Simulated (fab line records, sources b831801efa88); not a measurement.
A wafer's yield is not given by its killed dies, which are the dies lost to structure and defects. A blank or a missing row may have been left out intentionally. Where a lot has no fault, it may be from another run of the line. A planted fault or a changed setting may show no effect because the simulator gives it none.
A struck lot beside a sound one ; flow sky130 ; 20 steps out of a route of 708
Sound: these wafers, L300.1, L300.5, L300.6. Wafers L308.1, L308.3, L308.6 were the ones struck. The cause is given at the end.
Per side, at each step with rows, come the tool, then ch with its chambers, and then its first start. Under that, the readings that differ: sound wafers ; struck wafers ; difference of the means ; sigmas: that difference in standard deviations of wafers without a fault.
alike: words and numbers the same on both sides, and readings whose means are apart by under 2 such deviations; not compared: readings that were withheld, readings missing a value for some wafer, numbers with overlapping values and no deviation given by the record, and bounds like >300 which may hide the same value.
Wherever a step has rows on one side only, a row that says differs or no value, or a row with sigmas, the two part there. Numbers that don't overlap but have no deviation are shown without sigmas and don't part them. A reading missing from all wafers of one side parts the sides only when that side holds two or more wafers.

SKY_RES_XHIGH_STRIP_08: strips in O2/N2.
  sound on plasma asher-04 ch 0,1, day 29 08:09; struck on plasma asher-02 ch 0,1, day 31 15:36
reading;sound;struck;difference;sigmas
drypump motor current A (A);5.85 5.87 6.01;5.30 5.32 5.40;-0.57;-2
  alike: chamber pressure mTorr, oes product au, strip time to endpoint s
  not compared: rf hours counter h
SKY_RES_XHIGH_TW_MEAS_09:
  sound on film metro-03, day 29 08:15; struck on film metro-03, day 31 15:42
  alike: RES_XHIGH_TW
then, 7 steps without rows for these wafers: SKY_SD_N_DEHYDRATE_00 (time 60 s); SKY_SD_N_HMDS_01 (prime time 60 s); SKY_SD_N_COAT_02 (resist thk 1140 nm); SKY_SD_N_SOFTBAKE_03 (time 60 s); SKY_SD_N_EXPOSE_04 (exposes mask NSDM, target cd 380 nm); SKY_SD_N_PEB_05; SKY_SD_N_DEVELOP_06 (develop time 60 s).
SKY_SD_N_CD_MEAS_07: target cd 380 nm.
  sound on cd sem-01, day 30 10:42; struck on cd sem-02, day 32 18:16
  alike: cd nm
SKY_SD_N_OVL_MEAS_08:
  sound on overlay-02, day 30 10:49; struck on overlay-02, day 32 18:23
  alike: SD_N_OVL
next, for these wafers, 1 step has no rows: SKY_SD_N_IMPLANT_09.
SKY_SD_N_IMPLANT_10:
  sound on implanter-02 ch 0, day 30 11:01; struck on implanter-01 ch 0, day 32 18:35
reading;sound;struck;difference;sigmas
dose ions cm2;9.996e+13 1.0027e+14 1.0015e+14;9.79e+12 9.83e+12 9.98e+12;-9.03e+13;-99 or more
faraday current uA;546 553 560;55 55 56;-498;-14
SKY_SD_N_STRIP_11: strips in O2/N2.
  sound on plasma asher-02 ch 0,1, day 30 11:10; struck on plasma asher-01 ch 0, day 32 18:44
  alike: chamber pressure mTorr, drypump motor current A, oes product au, strip time to endpoint s
  not compared: rf hours counter h
SKY_SD_N_TW_MEAS_12:
  sound on film metro-03, day 30 11:16; struck on film metro-04, day 32 18:50
reading;sound;struck;difference;sigmas
SD_N_TW;4073 4066 4096;3998 3985 3984;-89;-2
then, 1 step without rows for these wafers: SKY_SD_N_CLEAN_13 (cleans in SC1/SC2, time 150 s).
SKY_SD_N_RTA_14: time 2 s.
  sound on rtp anneal-01 ch 0, day 30 11:22; struck on rtp anneal-01 ch 0, day 32 18:56
  alike: chamber o2 ppm, lamp power pct, wafer_temp_C_max
SKY_SD_N_RS_MEAS_16: measures by four-point-probe.
  sound on film metro-02, day 30 11:32; struck on film metro-02, day 32 19:07
reading;sound;struck;difference;sigmas
SD_N_RS (ohm/sq);68.05 68.17 68.22;70.39 70.17 70.43;+2.18;+13
SKY_SD_N_RS_MEAS_17: measures by four-point-probe.
  sound on film metro-02, day 30 11:40; struck on film metro-02, day 32 19:14
  alike: SD_P_RS
-- the record jumps here: 16 days lie between the struck wafers' starts before and after (it left off in module SD_N and takes up again in module PAD_OPEN, whose first step shown is number 708 of the route) --
SKY_PAD_OPEN_PROBE_99:
  sound on prober-01, day 47 14:14; struck on prober-02, day 49 07:14
reading;sound;struck;difference;sigmas
model.etest.res ndiff.rs ohm sq;118.4 118.6 118.7;123.8 123 122.8;+4.6;
model.etest.res ndiff hv.rs ohm sq;114 113.3 113.7;116.7 117.3 117.8;+3.6;
  alike: killed_at_M0_to_M3, killed_at_M4_up, killed at contacts, killed at front end, killed at other, killed dies, killed open, killed short

== WHERE THEY PART ==
At SKY_RES_XHIGH_STRIP_08 first; at SKY_SD_N_RS_MEAS_16 last (within this record only). Later steps at which nothing parts them and some readings are alike: SKY_SD_N_RS_MEAS_17, SKY_PAD_OPEN_PROBE_99.

WHY: what had been put in by the simulator
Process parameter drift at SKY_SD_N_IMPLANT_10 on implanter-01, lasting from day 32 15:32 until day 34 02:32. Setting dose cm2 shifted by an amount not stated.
